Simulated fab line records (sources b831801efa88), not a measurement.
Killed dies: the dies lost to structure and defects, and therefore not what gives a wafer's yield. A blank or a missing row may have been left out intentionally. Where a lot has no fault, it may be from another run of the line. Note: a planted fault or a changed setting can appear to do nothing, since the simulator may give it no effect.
Which tool is to blame?    flow sky130    35 wafers from 12 lots sampled at 5 of the route's 708 steps

WHAT THE GAUGES READ, wafer by wafer
The record lacks any reading of a measuring or inspecting step that a usual standard deviation could be used to judge.

WHAT TOOL EACH LOT RAN ON (gives the tool, then ch and the chambers of the sampled wafers, and finally the start)
lot   SKY_VIA3_SPUTTER_20           SKY_METAL4_ETCH_16                 SKY_VIA4_SOFTBAKE_07               SKY_METAL5_SPUTTER_02         SKY_PAD_OPEN_PROBE_99
L108  pvd sputter-03, day 41 07:49  rie metal-03 ch 0,1, day 43 08:01  litho track-03 ch 0, day 43 20:18  pvd sputter-04, day 44 09:07  prober-01, day 47 03:16
L109  pvd sputter-04, day 41 12:58  rie metal-03 ch 0,1, day 43 12:47  litho track-02 ch 0, day 44 01:08  pvd sputter-03, day 44 13:54  prober-02, day 47 09:29
L110  pvd sputter-03, day 41 19:59  rie metal-01 ch 0, day 43 20:42    litho track-02 ch 0, day 44 09:41  pvd sputter-04, day 44 21:58  prober-01, day 47 15:46
L112  pvd sputter-03, day 42 10:59  rie metal-03 ch 0,1, day 44 10:21  litho track-03 ch 0, day 44 21:55  pvd sputter-04, day 45 10:13  prober-01, day 48 01:41
L113  pvd sputter-03, day 42 18:09  rie metal-03 ch 0,1, day 44 16:41  litho track-03 ch 0, day 45 04:37  pvd sputter-03, day 45 16:38  prober-02, day 48 08:46
L115  pvd sputter-02, day 43 07:47  rie metal-03 ch 0,1, day 45 05:19  litho track-02 ch 0, day 45 17:29  pvd sputter-04, day 46 05:39  prober-01, day 48 18:45
L120  pvd sputter-03, day 44 14:41  rie metal-03 ch 0, day 46 11:44    litho track-02 ch 0, day 46 22:44  pvd sputter-02, day 47 10:49  prober-01, day 49 20:58
L122  pvd sputter-04, day 44 23:19  rie metal-02 ch 1, day 46 19:40    litho track-02 ch 0, day 47 07:49  pvd sputter-02, day 47 19:27  prober-01, day 50 04:44
L123  pvd sputter-03, day 45 10:38  rie metal-01 ch 0,1, day 47 05:25  litho track-03 ch 0, day 47 16:37  pvd sputter-04, day 48 03:49  prober-02, day 50 10:34
L124  pvd sputter-02, day 45 15:01  rie metal-03 ch 0, day 47 09:56    litho track-01 ch 0, day 47 21:36  pvd sputter-04, day 48 09:07  prober-01, day 50 15:17
L125  pvd sputter-03, day 45 15:46  rie metal-03 ch 0,1, day 47 10:31  litho track-03 ch 0, day 47 21:39  pvd sputter-02, day 48 09:12  prober-02, day 50 16:15
L126  pvd sputter-03, day 45 23:02  rie metal-01 ch 0,1, day 47 17:32  litho track-03 ch 0, day 48 04:48  pvd sputter-02, day 48 15:12  prober-01, day 50 20:32
- SKY_VIA3_SPUTTER_20: material TiN, target thk 20 nm, time 80 s.
- SKY_METAL4_ETCH_16: etches BARC in N2/H2, stops on SiO2, time 88.2 s, target depth 60 nm.
- SKY_VIA4_SOFTBAKE_07: time 60 s.
- SKY_METAL5_SPUTTER_02: material AlCu, target thk 1150 nm, time 61.2 s.
- SKY_PAD_OPEN_PROBE_99

AS READ BY THE TOOLS THEMSELVES (means over the sampled wafers that have a number; for cases with no such wafer, the mark the record gives instead)
SKY_VIA3_SPUTTER_20. Usual: chamber pressure pa 5.000 Pa, standard deviation 0.011; throttle valve pct 30.3 %, standard deviation 0.97.
lot   tool            chamber pressure pa (Pa)  throttle valve pct (%)  flag
L108  pvd sputter-03  5.000                     31.0                    
L109  pvd sputter-04  5.004                     30.0                    
L110  pvd sputter-03  4.992                     31.3                    
L112  pvd sputter-03  4.996                     30.4                    
L113  pvd sputter-03  5.009                     30.2                    
L115  pvd sputter-02  5.014                     30.7                    
L120  pvd sputter-03  4.991                     31.8                    
L122  pvd sputter-04  4.991                     30.3                    
L123  pvd sputter-03  4.999                     30.7                    
L124  pvd sputter-02  4.993                     30.2                    
L125  pvd sputter-03  5.007                     30.5                    
L126  pvd sputter-03  4.999                     31.3                    

SKY_METAL4_ETCH_16. Usual: drypump motor current A 5.5 A, standard deviation 0.49; he backside leak sccm 3.44 sccm, standard deviation 0.25; oes product au 0.626 a.u., standard deviation 0.0046; throttle valve pct 13.205 %, standard deviation 0.0095.
lot   tool          drypump motor current A (A)  he backside leak sccm (sccm)  oes product au (a.u.)  throttle valve pct (%)  flag
L108  rie metal-03  5.3                          3.35                          0.627                  13.208                  
L109  rie metal-03  5.3                          3.42                          0.622                  13.201                  
L110  rie metal-01  6.2                          3.43                          0.626                  13.204                  
L112  rie metal-03  5.3                          3.84                          0.623                  13.204                  
L113  rie metal-03  5.1                          3.75                          0.623                  13.208                  
L115  rie metal-03  5.3                          3.39                          0.631                  13.211                  
L120  rie metal-03  4.9                          3.67                          0.627                  13.197                  
L122  rie metal-02  6.3                          3.54                          0.622                  13.204                  
L123  rie metal-01  5.5                          3.42                          0.631                  13.205                  
L124  rie metal-03  4.9                          3.53                          0.626                  13.195                  
L125  rie metal-03  5.1                          3.43                          0.626                  13.210                  
L126  rie metal-01  5.8                          3.41                          0.628                  13.209                  

SKY_VIA4_SOFTBAKE_07. Usual: exhaust pa 45.0 Pa, standard deviation 0.92; resist line temp C 23.01 C, standard deviation 0.1; run length s 89.2 s, standard deviation 0.31.
lot   tool            exhaust pa (Pa)  resist line temp C (C)  run length s (s)  flag
L108  litho track-03  44.7             22.87                   89.2              
L109  litho track-02  45.0             22.87                   89.4              
L110  litho track-02  44.3             23.01                   89.3              
L112  litho track-03  45.3             23.00                   89.3              
L113  litho track-03  45.0             23.13                   89.3              
L115  litho track-02  43.8             22.97                   89.4              
L120  litho track-02  45.1             22.92                   91.5              OFF
L122  litho track-02  45.7             23.15                   90.8              OFF
L123  litho track-03  45.1             23.07                   89.3              
L124  litho track-01  45.9             22.97                   88.7              
L125  litho track-03  44.2             23.03                   89.3              
L126  litho track-03  44.3             22.89                   89.2              

SKY_METAL5_SPUTTER_02. Usual: chamber pressure pa 0.4000 Pa, standard deviation 0.00079; throttle valve pct 30.3 %, standard deviation 0.75.
lot   tool            chamber pressure pa (Pa)  throttle valve pct (%)  flag
L108  pvd sputter-04  0.4002                    30.4                    
L109  pvd sputter-03  0.3994                    31.0                    
L110  pvd sputter-04  0.3999                    29.5                    
L112  pvd sputter-04  0.4001                    30.3                    
L113  pvd sputter-03  0.3994                    30.2                    
L115  pvd sputter-04  0.4000                    29.9                    
L120  pvd sputter-02  0.3999                    30.5                    
L122  pvd sputter-02  0.4002                    30.6                    
L123  pvd sputter-04  0.4006                    29.9                    
L124  pvd sputter-04  0.3992                    29.8                    
L125  pvd sputter-02  0.4001                    30.4                    
L126  pvd sputter-02  0.3994                    30.6                    

SKY_PAD_OPEN_PROBE_99. Usual: defect limited yield 82.4 %, standard deviation 2; killed_at_M0_to_M3 44, standard deviation 6.8; killed_at_M4_up 3.4, standard deviation 2; killed at contacts 24, standard deviation 5.2; killed at front end 15, standard deviation 5.2; killed at other 0.2, standard deviation 0.46; killed dies 87, standard deviation 9.8; killed on rim 17, standard deviation 3.8; killed open 47, standard deviation 7.5; killed short 39, standard deviation 6.8; sort_bin_3_pad_short 0.8 %, standard deviation 0.37; sort_bin_5_function 10.5 %, standard deviation 1.5; sort_bin_6_memory 6.3 %, standard deviation 1.2; sort n pass 405, standard deviation 9.8; sort yield pct 82.4 %, standard deviation 2.
lot   tool       defect limited yield (%)  killed_at_M0_to_M3  killed_at_M4_up  killed at contacts  killed at front end  killed at other  killed dies  killed on rim  killed open  killed short  sort_bin_3_pad_short (%)  sort_bin_5_function (%)  sort_bin_6_memory (%)  sort n pass  sort yield pct (%)  flag
L108  prober-01  81.0                      45                  3.7              27                  17                   0.3              93           21             50           43            1.1                       10.7                     7.2                    399          81.0                
L109  prober-02  83.4                      39                  5.0              23                  15                   0.0              82           14             43           39            0.9                       10.4                     5.4                    410          83.4                
L110  prober-01  80.2                      46                  3.3              24                  24                   0.3              98           18             54           43            0.7                       12.3                     6.8                    394          80.2                
L112  prober-01  82.5                      43                  3.7              22                  17                   0.0              86           18             44           42            0.9                       10.0                     6.6                    406          82.5                
L113  prober-02  83.4                      40                  2.0              21                  19                   0.3              82           13             46           35            0.9                       9.4                      6.3                    410          83.4                
L115  prober-01  82.7                      40                  3.7              23                  18                   0.0              85           16             46           39            1.0                       11.0                     5.3                    407          82.7                
L120  prober-01  83.2                      36                  4.5              28                  16                   0.0              83           20             50           32            0.7                       10.6                     5.6                    409          83.2                
L122  prober-01  83.4                      41                  4.0              26                  10                   0.0              82           14             47           35            0.9                       10.1                     5.6                    410          83.4                
L123  prober-02  84.0                      46                  2.7              16                  14                   0.0              79           15             42           37            0.5                       8.8                      6.7                    413          84.0                
L124  prober-01  81.8                      44                  3.0              26                  17                   0.3              90           18             53           37            0.7                       10.4                     7.1                    402          81.8                
L125  prober-02  81.1                      47                  2.0              29                  15                   0.0              93           17             47           46            1.1                       10.2                     7.6                    399          81.1                
L126  prober-01  80.8                      51                  4.7              25                  13                   0.7              94           16             52           42            0.5                       11.5                     7.2                    398          80.8                

THE ANSWER, worked out from the rows above alone
Rule: a lot counts as off when the mean over its wafers that have a number is more than 3 standard deviations away from the usual mean. Also off: a lot with no number at a reading for which 4 or more lots have one. Where the step has rows for the other lots, those lots are counted as sound. Order of review: gauges by route order, followed by the tools' own readings, for which a lot's mean as printed above is used. At the first step where some lot is off, the reading lying furthest off is the one used; lots without a number count as furthest.
Off: L120, L122 (SKY_VIA4_SOFTBAKE_07, run length s).
If a tool, at that step or one of the process steps before it, ran each lot that is off and ran no sound lot following the first of them, it fits. One candidate fits, namely litho track-02 at SKY_VIA4_SOFTBAKE_07. A fault onset in the window from L115 (day 45 17:29, its last sound lot) to L120 (day 46 22:44, its first lot off) fits.
The tool's own readings at SKY_VIA4_SOFTBAKE_07 bear it out: on the lots that are off they differ by more than 5 times the standard deviation of the sound lots' means. run length s reads 91.2 s there against 89.2 s on the sound lots.

WHAT THE SIMULATOR HAD PUT IN
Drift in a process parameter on litho track-02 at SKY_VIA4_SOFTBAKE_07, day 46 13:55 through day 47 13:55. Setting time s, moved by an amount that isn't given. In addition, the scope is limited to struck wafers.
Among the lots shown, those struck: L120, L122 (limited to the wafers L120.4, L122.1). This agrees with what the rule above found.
